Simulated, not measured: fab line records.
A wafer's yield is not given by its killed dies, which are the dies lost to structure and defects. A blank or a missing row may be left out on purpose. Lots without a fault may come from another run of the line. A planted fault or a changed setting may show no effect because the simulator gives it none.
The same fault as seen by 2 desks    flow sfq-line    every desk sees just its own numbers, and what lay behind them comes last

FROM THE METROLOGY DESK
Lot by lot, what the gauges showed, no matter which tool ran the lot: averages of those sampled wafers that carry a number. The brackets show how far a lot's mean lies from the usual mean; more than 4 standard deviations puts the lot out of limits, marked OUT.
Columns: A = I4_BOW at SFQ_I4_BOW_MEAS_927, usual 3 um; B = I4_OVL at SFQ_I4_OVL_MEAS_928, usual 4 nm
lot   first seen here  A    B
L703  day 44 16:14     -11  3
L706  day 52 00:45     3    9
L707  day 52 03:44     -1   11
L718  day 60 10:33     -6   3
L719  day 60 15:25     -10  -1
L721  day 66 01:35     -3   5
Finding of this desk: none of the 6 lots has anything out of limits.

THE TOOL OWNER'S DESK: rie-diel-04
The tool's own readings at SFQ_TRILAYER_I4_VIA_BARC_OPEN_VIA_ETCH_146 (etches BARC in O2, target depth 125 nm, time 41.7 s): means of the sampled wafers that have a number, for each lot that ran on this tool. The brackets show how far a lot's mean lies from the usual mean; more than 4 standard deviations puts the lot out of limits, marked OUT.
Columns: A = drypump-motor-current-A at SFQ_TRILAYER_I4_VIA_BARC_OPEN_VIA_ETCH_146, usual 5.8 A; B = oes-product-au at SFQ_TRILAYER_I4_VIA_BARC_OPEN_VIA_ETCH_146, usual 0.686 a.u.
lot   first seen here  A    B
L706  day 52 04:53     6.1  0.682
L707  day 52 08:29     5.9  0.688
L718  day 60 15:23     6.1  0.684
L719  day 60 21:25     5.9  0.684
L721  day 71 10:44     5.8  0.690
Finding of this desk: none of the 5 lots has anything out of limits.

BROUGHT TOGETHER
Nothing out of limits was seen by the metrology desk.
Nothing out of limits was seen by the tool owner's desk.

WHAT THE SIMULATOR PUT IN
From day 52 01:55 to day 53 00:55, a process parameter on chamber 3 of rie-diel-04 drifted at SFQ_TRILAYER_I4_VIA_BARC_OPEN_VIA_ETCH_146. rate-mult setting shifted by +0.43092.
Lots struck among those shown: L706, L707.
